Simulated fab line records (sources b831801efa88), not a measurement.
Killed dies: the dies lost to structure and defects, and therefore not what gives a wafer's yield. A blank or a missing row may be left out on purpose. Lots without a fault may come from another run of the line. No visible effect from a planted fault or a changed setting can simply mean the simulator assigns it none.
Comparing a struck lot with a sound one + flow sky130 + 24 out of 708 route steps
Sound: the wafers L289.2, L289.3, L289.4. Wafers L303.3, L303.5, L303.6 were the ones struck. The cause is given at the end.
At each step with rows: each side's tool, then ch and its chambers, then its first start. Under that, the readings that differ: sound wafers + struck wafers + difference of the means + sigmas: that difference in standard deviations of wafers without a fault.
alike: readings whose means differ by less than 2 such deviations, and words and numbers that are the same on both sides. not compared: withheld readings, readings that some wafer has no value for, bounds like >300 that may hide the same value, and numbers for which the record gives no deviation and whose values overlap.
Wherever a step has rows on one side only, a row that says differs or no value, or a row with sigmas, the two part there. Non-overlapping numbers with no deviation appear without sigmas and do not part them. Lack of a reading on every wafer of one side parts them only where that side has two or more wafers.

first, 2 steps without rows for these wafers: SKY_POLY_GATE_CLEAN_19 (cleans in SC1/SC2, time 150 s); SKY_POLY_GATE_OXIDATION_20 (stabilise 600 s, purge 300 s, target thk 4 nm).
SKY_POLY_GATE_THK_MEAS_21:
  sound: filmMetro-04 at day 17 02:41; struck: filmMetro-04 at day 23 01:49
  alike: POLY_GATE_OXIDATION_THK
SKY_POLY_GATE_CD_MEAS_22:
  sound: cdSem-02 at day 17 02:46; struck: cdSem-02 at day 23 01:54
  alike: cdNm
then, 7 steps without rows for these wafers: SKY_LDD_N_DEHYDRATE_00 (time 60 s); SKY_LDD_N_HMDS_01 (prime time 60 s); SKY_LDD_N_COAT_02 (resist thk 300 nm); SKY_LDD_N_SOFTBAKE_03 (time 60 s); SKY_LDD_N_EXPOSE_04 (exposes mask NTM, target cd 840 nm); SKY_LDD_N_PEB_05; SKY_LDD_N_DEVELOP_06 (develop time 60 s).
SKY_LDD_N_OVL_MEAS_07:
  sound: overlay-01 at day 18 07:36; struck: overlay-02 at day 24 08:42
  alike: LDD_N_OVL
SKY_LDD_N_IMPLANT_08:
  sound on implanter-04 ch 0, day 18 07:40; struck on implanter-02 ch 0, day 24 08:46
| reading          | sound                         | struck                           | difference  | sigmas      |
|------------------|-------------------------------|----------------------------------|-------------|-------------|
| beamOnS (s)      | 9.76 10.00 9.96               | 13.55 13.87 13.40                | +3.70       | +21         |
| doseIonsCm2      | 7.491e+13 7.486e+13 7.488e+13 | 1.4361e+14 1.4358e+14 1.4363e+14 | +6.8723e+13 | +99 or more |
| faradayCurrentUA | 433 422 426                   | 600 584 602                      | +168        | +23         |
then, 7 steps without rows for these wafers: SKY_LDD_N_IMPLANT_09; SKY_LDD_N_IMPLANT_10; SKY_LDD_N_IMPLANT_11; SKY_LDD_N_IMPLANT_12; SKY_LDD_N_IMPLANT_13; SKY_LDD_N_IMPLANT_14; SKY_LDD_N_IMPLANT_15.
SKY_LDD_N_STRIP_16: strips in O2/N2.
  sound on plasmaAsher-04 ch 0,1, day 18 08:50; struck on plasmaAsher-03 ch 0,1, day 24 09:58
| reading                  | sound             | struck            | difference | sigmas |
|--------------------------|-------------------|-------------------|------------|--------|
| drypumpMotorCurrentA (A) | 5.0 5.3 5.0       | 5.9 6.0 6.0       | +0.9       | +2     |
| stripTimeToEndpointS (s) | 4.292 4.331 4.314 | 4.494 4.496 4.517 | +0.190     | +15    |
  alike: oesProductAu
  not compared: rfHoursCounterH
SKY_LDD_N_TW_MEAS_17:
  sound: filmMetro-02 at day 18 08:56; struck: filmMetro-01 at day 24 10:02
| reading  | sound          | struck         | difference | sigmas |
|----------|----------------|----------------|------------|--------|
| LDD_N_TW | 2566 2580 2562 | 2660 2645 2644 | +80        | +5     |
then, 1 step without rows for these wafers: SKY_LDD_P_DEHYDRATE_00 (time 60 s).
-- record jumps: 26 days separate the struck wafers' starts on either side; left off in module LDD_P, taken up again in module PAD_OPEN, whose first shown step is the route's number 708 --
SKY_PAD_OPEN_PROBE_99:
  sound: prober-01 at day 46 06:04; struck: prober-01 at day 50 01:23
| reading                              | sound                | struck               | difference | sigmas |
|--------------------------------------|----------------------|----------------------|------------|--------|
| model.etest.tipN.rsOhmSq             | 442.1 440.8 439      | 392 391.8 391.4      | -49        |        |
| model.etest.nfet_01v8_lvt.vtSatV (V) | 0.5271 0.5393 0.5302 | 0.5168 0.5136 0.5069 | -0.0198    |        |
| model.etest.nfet_01v8.vtSatV (V)     | 0.6379 0.6467 0.6395 | 0.6279 0.621 0.6226  | -0.0175    |        |
  alike: killed_at_M0_to_M3, killed_at_M4_up, killedAtContacts, killedAtFrontEnd, killedAtOther, killedDies, killedOpen, killedShort

## WHERE THEY PART
Last at SKY_LDD_N_TW_MEAS_17 as far as this record goes, first at SKY_LDD_N_IMPLANT_08. Later steps at which nothing parts them and some readings are alike: SKY_PAD_OPEN_PROBE_99.

WHY: what the simulator had put in
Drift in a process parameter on implanter-02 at SKY_LDD_N_IMPLANT_08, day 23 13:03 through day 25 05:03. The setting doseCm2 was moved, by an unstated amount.
